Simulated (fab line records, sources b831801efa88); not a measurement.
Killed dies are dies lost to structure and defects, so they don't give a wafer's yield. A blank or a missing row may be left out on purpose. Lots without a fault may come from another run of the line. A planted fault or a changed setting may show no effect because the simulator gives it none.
fab line records | flow sky130
record lots=5 wafers=15 last_day=50
route steps=708 shown RES_XHIGH@334 SD_N@342 PAD_OPEN@708
lots that met no fault: from a run of the same line without faults
start_h: hours from the record's first day to the start of the lot's first wafer shown | wait_h: hours since the lot's step before | " the same as in the row above | L1.1+2: a row that stands for several wafers | - no value, or no start given | * or withheld: withheld | < > ~ a bound
route shown NAME@n: a module of which the file shows steps, and the number in the route of the first | usual: mean/standard deviation of fault-free wafers | same: alike in all rows | chamber/n: place in a boat | sites: the reading at each site | _std_site: their standard deviation | _edge_site: outer sites' mean less inner sites' | radius_mm: how far each site lies from the wafer's centre | mask NAME#n: copy n | behind: the tool/chamber that last shaped the wafer | hold: why the lot was held/for how many hours/how that ended | device: the transistor (n, p or np) that didn't switch | end of line: the same wafers' tests at the end of the route | a step without rows: its recipe alone | killed: dies lost to structure and defects at the first sort, not the wafer's yield | map: a wafer's dies, x killed, . not, _ none there
set.NAME: the setting as run; set.NAME@STEP: as run at that earlier step | model.NAME: the simulator's own value behind a step, which no gauge read
lots at some steps of the route; a table a step, a row a wafer
services: from which hour (start_h, from the record's first day; less than 0 if before it) a tool's chamber was out of use, for how many hours, and why
## steps
# step SKY_RES_XHIGH_COAT_02
# recipe resist=NOVOLAK spin_rpm=3000 resist_thk_nm=1140
# step SKY_RES_XHIGH_SOFTBAKE_03
# recipe temp_c=90 time_s=60 resist=NOVOLAK
# step SKY_RES_XHIGH_EXPOSE_04
# recipe mask_id=URPM na=0.6 source_shape=conventional sigma_outer=0.6 polarization=unpolarized target_cd_nm=1270 dose_mj=140
# step SKY_RES_XHIGH_PEB_05
# recipe temp_c=withheld time_s=* resist=NOVOLAK
# step SKY_RES_XHIGH_DEVELOP_06
# recipe resist=NOVOLAK developer=TMAH develop_time_s=60 dev_temp_c=23
# step SKY_RES_XHIGH_IMPLANT_07
# recipe species=BF2 energy_kev=20 dose_cm2=3.538e+14 tilt_deg=0
# step SKY_RES_XHIGH_STRIP_08
# recipe chemistry=O2/N2 power_w=1400 pressure_mtorr=1500 platen_temp_c=withheld o2_flow_sccm=3000 n2_flow_sccm=300 overash_fraction=0.5
# usual drypump_motor_current_A=5.59/0.19 oes_product_au=0.711/0.0045 strip_time_to_endpoint_s=14.24/0.037
# columns lot.wafer tool chamber start_h wait_h drypump_motor_current_A oes_product_au rf_hours_counter_h strip_time_to_endpoint_s
L787.2 plasma_asher-01 1 631.28 0.1 5.45 0.708 51 14.22
L787.3 " 1 " " 5.44 0.710 - 14.27
L787.4 " 0 " " 5.44 0.718 - 14.23
L791.2 plasma_asher-01 0 663.19 0.1 5.45 0.709 55 14.21
L791.3 " 0 " " 5.43 0.715 - 14.20
L791.4 " 1 " " 5.47 0.716 - 14.18
L792.1 plasma_asher-01 1 680.29 0.1 5.46 0.704 56 14.32
L792.4 " 1 " " 5.46 0.719 - 14.30
L792.5 " 0 " " 5.46 0.706 - 14.25
L794.3 plasma_asher-02 1 703.01 0.1 5.47 0.704 - 14.22
L794.5 " 0 " " 5.61 0.709 - 14.27
L794.6 " 1 " " 5.50 0.714 - 14.23
L806.1 plasma_asher-03 1 782.79 0.1 5.94 0.707 38 14.28
L806.3 " 0 " " 5.95 0.716 - 14.21
L806.5 " 0 " " 5.98 0.710 - 14.26
# step SKY_RES_XHIGH_TW_MEAS_09
# usual RES_XHIGH_TW=1634/15
# columns lot.wafer tool chamber start_h wait_h RES_XHIGH_TW
L787.2 film_metro-02 - 631.39 0.1 1622
L787.3 " - " " 1620
L787.4 " - " " 1628
L791.2 film_metro-02 - 663.30 0.1 1622
L791.3 " - " " 1637
L791.4 " - " " 1631
L792.1 film_metro-01 - 680.39 0.1 1625
L792.4 " - " " 1623
L792.5 " - " " 1617
L794.3 film_metro-02 - 703.10 0.1 1632
L794.5 " - " " 1637
L794.6 " - " " 1632
L806.1 film_metro-04 - 782.89 0.1 1653
L806.3 " - " " 1648
L806.5 " - " " 1642
# step SKY_SD_N_DEHYDRATE_00
# recipe temp_c=200 time_s=60
# step SKY_SD_N_HMDS_01
# recipe prime_time_s=60 prime_temp_c=120
# step SKY_SD_N_COAT_02
# recipe resist=NOVOLAK spin_rpm=3000 resist_thk_nm=1140
# step SKY_SD_N_SOFTBAKE_03
# recipe temp_c=90 time_s=60 resist=NOVOLAK
# step SKY_SD_N_EXPOSE_04
# recipe mask_id=NSDM na=0.6 source_shape=conventional sigma_outer=0.6 polarization=unpolarized target_cd_nm=380 dose_mj=141
# same sigma_outer=0.6
# columns lot.wafer tool chamber start_h wait_h mask
L787.2+3+4 iline_stepper-01 0 646.06 - NSDM#0
L791.2+3+4 iline_stepper-02 0 677.24 - NSDM_R1#0
L792.1+4+5 iline_stepper-02 0 694.17 - NSDM#0
L794.3+5+6 iline_stepper-01 0 717.00 - NSDM#0
L806.1+3+5 iline_stepper-02 0 796.39 - NSDM#0
# step SKY_SD_N_PEB_05
# recipe temp_c=withheld time_s=* resist=NOVOLAK
# step SKY_SD_N_DEVELOP_06
# recipe resist=NOVOLAK developer=TMAH develop_time_s=60 dev_temp_c=23
# step SKY_SD_N_CD_MEAS_07
# recipe target_cd_nm=380
# usual cd_nm=380.0/2.5
# columns lot.wafer tool chamber start_h wait_h cd_nm
L787.2 cd_sem-02 - 660.01 0.1 379.8
L787.3 " - " " 378.7
L787.4 " - " " 378.5
L791.2 cd_sem-02 - 691.21 0.1 339.1
L791.3 " - " " 341.3
L791.4 " - " " 339.0
L792.1 cd_sem-01 - 707.80 0.1 379.0
L792.4 " - " " 380.1
L792.5 " - " " 381.8
L794.3 cd_sem-02 - 730.03 0.1 383.5
L794.5 " - " " 384.3
L794.6 " - " " 381.8
L806.1 cd_sem-01 - 809.60 0.1 382.2
L806.3 " - " " 380.9
L806.5 " - " " 382.0
# step SKY_SD_N_OVL_MEAS_08
# usual SD_N_OVL=-0.5/1.5
# columns lot.wafer tool chamber start_h wait_h SD_N_OVL[nm]
L787.2 overlay-02 - 660.11 0.1 0.5
L787.3 " - " " 1.1
L787.4 " - " " 2.2
L791.2 overlay-01 - 691.31 0.1 -1.3
L791.3 " - " " -0.2
L791.4 " - " " -1.7
L792.1 overlay-01 - 707.92 0.1 -0.7
L792.4 " - " " -0.9
L792.5 " - " " 1.0
L794.3 overlay-01 - 730.12 0.1 0.5
L794.5 " - " " -1.1
L794.6 " - " " 1.2
L806.1 overlay-01 - 809.72 0.1 -1.1
L806.3 " - " " -1.6
L806.5 " - " " -1.4
# step SKY_PAD_OPEN_PROBE_99
# usual killed_at_M0_to_M3=42/6.7 killed_at_M4_up=3.4/2 killed_at_contacts=24/5.1 killed_at_front_end=14/4.2 killed_at_other=0.2/0.49 killed_dies=84/8.4 killed_open=46/7 killed_short=39/5.8
# same gross_dies=492 killed_at_back_side=0
# columns lot.wafer tool chamber start_h wait_h killed_at_M0_to_M3 killed_at_M4_up killed_at_contacts killed_at_front_end killed_at_other killed_dies killed_open killed_short
L787.2 prober-01 - 1086.06 0.1 53 1 25 13 1 93 55 38
L787.3 prober-01 - 1086.11 0.2 35 5 31 18 0 89 58 31
L787.4 prober-01 - 1086.16 0.2 46 6 16 17 0 85 33 52
L792.1 prober-02 - 1121.27 0.1 40 6 21 6 0 73 37 36
L792.4 prober-02 - 1121.42 0.2 42 0 20 13 0 75 41 34
L792.5 prober-02 - 1121.47 0.2 42 1 32 10 0 85 49 36
L794.3 prober-01 - 1136.76 0.2 38 5 26 11 0 80 45 35
L794.5 prober-01 - 1136.86 0.2 38 5 26 12 1 82 43 39
L794.6 prober-01 - 1136.91 0.2 31 5 28 14 0 78 43 35
# killed by level:class
L787.2 VIA1:geometric_particle:open=16 CONTACT:geometric_particle:open=8 METAL3:geometric_particle:short=8 LI_CONTACT:geometric_particle:open=6 VIA2:geometric_particle:open=6 VIA1:geometric_particle:short=5 POLY_GATE:geometric_particle:open=5 LOCAL_INTERCONNECT:geometric_particle:short=4
L787.3 VIA1:geometric_particle:open=12 CONTACT:geometric_particle:open=12 FIELD_ISO:geometric_particle:open=7 LI_CONTACT:geometric_particle:open=7 VIA2:geometric_particle:open=6 CONTACT:geometric_particle:short=5 LOCAL_INTERCONNECT:geometric_particle:short=4 VIA3:geometric_particle:open=4
L787.4 VIA1:geometric_particle:open=11 METAL2:geometric_particle:short=8 FIELD_ISO:geometric_particle:short=7 LI_CONTACT:geometric_particle:open=7 METAL3:geometric_particle:short=7 METAL1:geometric_particle:short=6 VIA1:geometric_particle:short=5 LOCAL_INTERCONNECT:geometric_particle:short=4
L792.1 VIA1:geometric_particle:open=10 VIA3:geometric_particle:open=7 CONTACT:geometric_particle:open=6 VIA3:geometric_particle:short=5 LI_CONTACT:geometric_particle:open=5 METAL4:geometric_particle:short=5 LI_CONTACT:geometric_particle:short=4 METAL2:geometric_particle:short=4
L792.4 VIA1:geometric_particle:open=15 LI_CONTACT:geometric_particle:open=5 METAL2:geometric_particle:short=5 FIELD_ISO:geometric_particle:short=4 POLY_GATE:geometric_particle:open=4 CONTACT:geometric_particle:short=4 CONTACT:geometric_particle:open=4 METAL1:geometric_particle:short=4
L792.5 LI_CONTACT:geometric_particle:open=10 VIA1:geometric_particle:open=10 CONTACT:geometric_particle:short=8 VIA3:geometric_particle:open=8 CONTACT:geometric_particle:open=6 VIA2:geometric_particle:open=6 METAL1:geometric_particle:short=5 FIELD_ISO:geometric_particle:short=4
L794.3 CONTACT:geometric_particle:open=13 VIA3:geometric_particle:open=10 VIA1:geometric_particle:open=7 CONTACT:geometric_particle:short=6 VIA1:geometric_particle:short=6 LI_CONTACT:geometric_particle:open=5 FIELD_ISO:geometric_particle:open=4 FIELD_ISO:geometric_particle:short=3
L794.5 CONTACT:geometric_particle:open=9 LI_CONTACT:geometric_particle:open=8 VIA1:geometric_particle:open=8 METAL1:geometric_particle:short=6 LOCAL_INTERCONNECT:geometric_particle:short=5 VIA3:geometric_particle:open=5 METAL2:geometric_particle:short=5 METAL3:geometric_particle:short=4
L794.6 LI_CONTACT:geometric_particle:open=13 VIA1:geometric_particle:open=8 POLY_GATE:geometric_particle:short=6 CONTACT:geometric_particle:open=6 CONTACT:geometric_particle:short=5 METAL1:geometric_particle:short=4 VIA2:geometric_particle:short=4 VIA3:geometric_particle:open=4
## services
# columns tool chamber start_h hours kind
plasma_asher-01 - 616.12 4.0 pm
iline_stepper-02 - 630.37 4.4 pm
iline_stepper-02 - 644.96 6.5 repair
iline_stepper-02 - 666.84 1.7 pm
plasma_asher-02 - 691.14 0.9 repair
plasma_asher-01 - 717.59 0.9 repair
plasma_asher-02 - 733.75 9.0 pm
plasma_asher-02 0 733.75 9.0 vent_cycle
plasma_asher-02 1 733.75 9.0 vent_cycle
iline_stepper-01 - 735.40 1.7 pm
plasma_asher-02 0 742.75 - clean
plasma_asher-02 1 742.75 - clean
plasma_asher-02 - 757.77 2.8 pm
iline_stepper-02 - 772.72 2.1 pm
iline_stepper-02 - 774.80 - consumable_replace:lamp
## key
first_sign step=SKY_SD_N_EXPOSE_04 reading=mask direction=changed
effect step=SKY_SD_N_CD_MEAS_07 reading=cd_nm direction=down sigmas=16 usual=380.0 struck=339.8
met_at SKY_SD_N_EXPOSE_04
struck_wafers L791.2,L791.3,L791.4
tester_left_out L791
fault kind=wrong_mask tool=any chamber=- onset_h=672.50 steps=SKY_SD_N_EXPOSE_04 aux_copy=NSDM_R1#0 cd_offset_nm=-46 scope=struck_lots_only
# tester_left_out: of these lots the tester's yield and bins aren't shown, on N5 and GAA mostly nor the transistor test; their killed dies are dies lost to structure and defects alone, not to doping, threshold or leakage, so they don't give the yield
